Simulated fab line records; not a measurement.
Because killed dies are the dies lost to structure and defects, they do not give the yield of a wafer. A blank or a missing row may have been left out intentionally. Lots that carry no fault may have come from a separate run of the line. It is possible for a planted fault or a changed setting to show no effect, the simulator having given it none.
Which tool was responsible?    flow gf180mcu    7 lots, 21 wafers sampled, at 2 steps of a route of 602

WHAT EACH GAUGE READ, for each wafer
GF_M3_CD_MEAS_14: the cd target is 280 nm.
lot   measured      on         cd-nm (nm)
L352  day 21 16:43  cd-sem-02  280.4 279.7 280.0
L354  day 22 12:07  cd-sem-02  280.0 280.1 279.6
L356  day 23 12:05  cd-sem-02  281.6 280.5 281.5
L359  day 24 09:59  cd-sem-02  282.4 281.4 281.9
L364  day 26 00:11  cd-sem-02  279.7 280.2 278.5
L370  day 27 17:46  cd-sem-02  281.7 282.8 282.2
L374  day 28 19:56  cd-sem-02  279.8 279.7 278.6

EACH LOT AND THE TOOL THAT RAN IT (in order: tool; ch and the chambers of the sampled wafers; start)
lot   GF_M3_SPUTTER_03
L352  pvd-sputter-02, day 20 16:16
L354  pvd-sputter-01, day 21 12:45
L356  pvd-sputter-01, day 22 13:17
L359  pvd-sputter-04, day 23 12:09
L364  pvd-sputter-02, day 25 03:11
L370  pvd-sputter-04, day 26 21:39
L374  pvd-sputter-02, day 28 00:23
- GF_M3_SPUTTER_03: material Ti, target thk 10 nm, time 6.7 s.

THE ANSWER, worked out from the rows above alone
Rule: the lots themselves supply what counts as usual. The widest of any qualifying gaps counts: lots, ordered by their means at a reading, are off when they make up no more than a third of the lots, leave a main group of 4 or more, and stand apart from it by 3 or more times the standard deviation of that group's means. A main group whose means are all the same, to the digits that the tables above print for the reading, isn't used. Also off: a lot with no number at a reading for which 4 or more lots have one. Where the step has rows for the other lots, those lots are counted as sound.
None of the lots is off at any reading shown; this tells nothing.

WHAT THE SIMULATOR HAD PUT IN
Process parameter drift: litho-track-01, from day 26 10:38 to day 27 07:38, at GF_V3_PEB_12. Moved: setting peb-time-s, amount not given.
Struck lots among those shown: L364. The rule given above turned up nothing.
